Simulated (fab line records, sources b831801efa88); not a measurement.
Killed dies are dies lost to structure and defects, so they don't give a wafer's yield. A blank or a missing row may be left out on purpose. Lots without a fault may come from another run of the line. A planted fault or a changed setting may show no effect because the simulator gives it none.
Split-lot experiment | flow gf180mcu | 5 lots, 23 wafers read, on a route of 602 steps

THE SPLIT
At GF_MVPSD_IMPLANT_09, the setting energy_kev was moved away from the recipe's 40 on 9 of the 23 wafers read, by -4.4% to +2.8%. The other wafers ran this setting at the recipe's value.

The reading is taken at the split's own step.

THE READING
implant.drp_nm (the simulator's own value, which no gauge read), in nm, at GF_MVPSD_IMPLANT_09. The file gives no usual value for it.

wafer  | tool, chamber at the split | energy_kev as run | against the recipe | implant.drp_nm, nm | against lot-mates on the recipe
L074.3 | implanter-01, 0            | 40                | recipe             | 51.21              | -
L074.4 | implanter-01, 0            | 40                | recipe             | 51.21              | -
L074.5 | implanter-01, 0            | 40                | recipe             | 51.21              | -
L079.1 | implanter-03, 0            | 40                | recipe             | 51.21              | -
L079.5 | implanter-03, 0            | 40                | recipe             | 51.21              | -
L079.3 | implanter-03, 0            | 41.14             | +2.8%              | 52.08              | +0.87
L079.4 | implanter-03, 0            | 41.14             | +2.8%              | 52.08              | +0.87
L079.6 | implanter-03, 0            | 41.14             | +2.8%              | 52.08              | +0.87
L080.1 | implanter-03, 0            | 40                | recipe             | 51.21              | -
L080.2 | implanter-03, 0            | 40                | recipe             | 51.21              | -
L080.3 | implanter-03, 0            | 40                | recipe             | 51.21              | -
L080.5 | implanter-03, 0            | 39.07             | -2.3%              | 50.5               | -0.71
L080.6 | implanter-03, 0            | 39.07             | -2.3%              | 50.5               | -0.71
L081.1 | implanter-03, 0            | 38.25             | -4.4%              | 49.88              | -1.33
L081.4 | implanter-03, 0            | 38.25             | -4.4%              | 49.88              | -1.33
L081.3 | implanter-03, 0            | 40                | recipe             | 51.21              | -
L081.5 | implanter-03, 0            | 40                | recipe             | 51.21              | -
L081.6 | implanter-03, 0            | 40                | recipe             | 51.21              | -
L082.2 | implanter-04, 0            | 40                | recipe             | 51.21              | -
L082.3 | implanter-04, 0            | 40                | recipe             | 51.21              | -
L082.5 | implanter-04, 0            | 40                | recipe             | 51.21              | -
L082.4 | implanter-04, 0            | 38.61             | -3.5%              | 50.15              | -1.06
L082.6 | implanter-04, 0            | 38.61             | -3.5%              | 50.15              | -1.06

THE FIT
A straight line over all 23 wafers: implant.drp_nm changes by +0.305 nm for each +1% of energy_kev; r = +1.00; the points scatter about the line by 0.0012 nm.
The same after taking each lot's own level away (the mean of its wafers on the recipe; 23 wafers): +0.305 nm for each +1%; r = +1.00; scatter 0.0012 nm.
On that fit, the largest move of energy_kev shifts the reading by 1.3 nm.
The lots' own levels span 51.210 to 51.210 nm.
So the lot-to-lot level changes the slope little: the two slopes agree.
Check: with one of the wafers moved furthest among these (-4.4%) left out of the fit, the line predicts -1.33 nm for it against its lot-mates. It came out at -1.33 nm against them.

OTHER SPLITS ON THESE WAFERS
These wafers also went through other splits before the reading. Each is held against what the fit with the lots' levels taken away leaves over:
other split on the same wafers   | wafers away from the commonest value | r with implant.drp_nm (lot level and that fit taken away)
GF_STI_CVD_03 time_s             | 18                                   | -0.33
GF_STI_ETCH_13 over_etch_frac    | 11                                   | -0.04
GF_STI_CVD_23 sih4_flow_sccm     | 7                                    | +0.01
GF_NWELL_EXPOSE_04 dose_mj       | 9                                    | -0.20
GF_NWELL_IMPLANT_08 dose_cm2     | 7                                    | +0.20
GF_LVPWELL_IMPLANT_08 energy_kev | 8                                    | +0.32
GF_MVSD_SOFTBAKE_03 temp_c       | 6                                    | +0.12
GF_MVPSD_COAT_02 resist_thk_nm   | 9                                    | -0.11

THE WHOLE CHAIN: every reading that the file lists as answering this split, in the file's order
step                | what it does | reading                                                         | change (the file's fit)               | r (the file's)
GF_MVPSD_IMPLANT_09 |              | implant.rp_nm (the simulator's own value, which no gauge read)  | +1.24 nm for each +1% of the setting  | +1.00
GF_MVPSD_IMPLANT_09 |              | implant.drp_nm (the simulator's own value, which no gauge read) | +0.304 nm for each +1% of the setting | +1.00

THE FILE'S OWN FIT
implant.drp_nm changes by +0.304 nm for each +1% of energy_kev, r = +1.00.
